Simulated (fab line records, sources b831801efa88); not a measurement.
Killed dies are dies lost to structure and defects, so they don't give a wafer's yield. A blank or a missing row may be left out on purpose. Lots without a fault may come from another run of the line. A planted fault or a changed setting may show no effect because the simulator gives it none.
Which tool did it? | flow sky130 | 6 lots, 18 wafers sampled, at 3 steps of a route of 708

WHAT THE GAUGES READ, wafer by wafer
SKY_METAL1_RS_MEAS_05: measures by four-point-probe.
lot  | measured     | on            | METAL1_ALCU_RS (ohm/sq)
L107 | day 32 09:13 | film_metro-04 | 0.1269 0.1254 0.1258
L108 | day 33 06:45 | film_metro-03 | 0.1263 0.1255 0.1252
L114 | day 34 12:32 | film_metro-04 | 0.1294 0.1299 0.1286
L117 | day 35 12:18 | film_metro-04 | 0.1263 0.1264 0.1270
L123 | day 37 03:03 | film_metro-03 | 0.1292 0.1283 0.1282
L128 | day 38 19:28 | film_metro-03 | 0.1284 0.1284 0.1288

WHICH TOOL RAN EACH LOT (tool, then ch and the chambers of the sampled wafers, then the start)
lot  | SKY_CONTACT_CVD_24            | SKY_METAL1_SPUTTER_02
L107 | cvd_w-01 ch 0,1, day 32 08:28 | pvd_sputter-03, day 32 09:07
L108 | cvd_w-01 ch 1, day 33 06:00   | pvd_sputter-03, day 33 06:38
L114 | cvd_w-01 ch 0,1, day 34 11:49 | pvd_sputter-02, day 34 12:27
L117 | cvd_w-01 ch 0,1, day 35 11:32 | pvd_sputter-03, day 35 12:11
L123 | cvd_w-02 ch 0,1, day 37 02:03 | pvd_sputter-02, day 37 02:55
L128 | cvd_w-02 ch 0,1, day 38 18:43 | pvd_sputter-01, day 38 19:20
- SKY_CONTACT_CVD_24: deposits W, target thk 340 nm, time 102.12 s.
- SKY_METAL1_SPUTTER_02: material AlCu, target thk 250 nm, time 13.3 s.

THE ANSWER, worked out from the rows above alone
Rule: what is usual is taken from the lots themselves. Put in order of their means at a reading, lots are off if they are a third of the lots or fewer, leave a main group of 4 or more, and stand apart from it by a gap of 3 or more times the standard deviation of the main group's means; of several such gaps the widest counts. A main group whose means are all the same, to the digits that the tables above print for the reading, isn't used. A lot without any number at a reading at which 4 lots or more have one is off too. The other lots that the step has rows for count as sound.
No lot is off at any reading shown: from this, nothing can be told.

WHAT THE SIMULATOR HAD PUT IN
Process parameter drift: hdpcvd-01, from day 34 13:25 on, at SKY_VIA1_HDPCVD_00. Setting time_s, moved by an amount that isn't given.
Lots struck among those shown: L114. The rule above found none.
